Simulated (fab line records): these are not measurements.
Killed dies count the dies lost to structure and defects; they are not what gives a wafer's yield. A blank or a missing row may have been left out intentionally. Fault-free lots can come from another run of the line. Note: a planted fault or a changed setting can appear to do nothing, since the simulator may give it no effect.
Which tool did it?    flow gf180mcu    13 lots, 39 wafers sampled, at 1 step of a route of 602

== WHAT EACH GAUGE READ, for each wafer ==
GF_V4_OVL_MEAS_15. Usual: V4_OVL gives -3 nm (standard deviation 4.6).
lot   measured      on          V4_OVL (nm)  flag
L798  day 24 18:29  overlay-02  2 1 1        
L800  day 25 11:18  overlay-02  -2 -9 -5     
L801  day 25 22:38  overlay-02  -6 -14 -11   
L803  day 26 13:53  overlay-01  2 4 2        
L804  day 26 22:36  overlay-02  -1 -3 -4     
L809  day 28 08:11  overlay-02  3 10 1       
L810  day 28 17:39  overlay-01  0 7 0        
L811  day 29 09:53  overlay-02  -12 -4 -1    
L814  day 29 20:35  overlay-01  -9 -7 0      
L817  day 30 14:47  overlay-02  -7 -2 -11    
L818  day 31 02:23  overlay-01  -3 -5 -8     
L819  day 31 03:22  overlay-02  -10 -2 -7    
L820  day 31 06:29  overlay-02  -2 -1 -1     

== WHICH TOOL RAN EACH LOT (tool, then ch and the chambers of the sampled wafers, then the start) ==
Record: no process step prior to these readings.

== WHAT THE TOOLS THEMSELVES READ (means of the sampled wafers that have a number; where no wafer has one, the mark that the record gives instead) ==
The record holds no such reading with a usual standard deviation.

== THE ANSWER, worked out from the rows above alone ==
Rule: lot off if the mean of its wafers having a number is beyond 3 standard deviations from the usual mean. A lot without any number at a reading at which 4 lots or more have one is off too. Where the step has rows for the other lots, those lots are counted as sound. Order of review: gauges by route order, followed by the tools' own readings, for which a lot's mean as printed above is used. The first step at which some lot is off is used, and at that step the reading that is off furthest; a lot without a number counts as furthest.
Nothing can be told from this: no lot is off at any reading shown.

== WHAT THE SIMULATOR HAD INSERTED ==
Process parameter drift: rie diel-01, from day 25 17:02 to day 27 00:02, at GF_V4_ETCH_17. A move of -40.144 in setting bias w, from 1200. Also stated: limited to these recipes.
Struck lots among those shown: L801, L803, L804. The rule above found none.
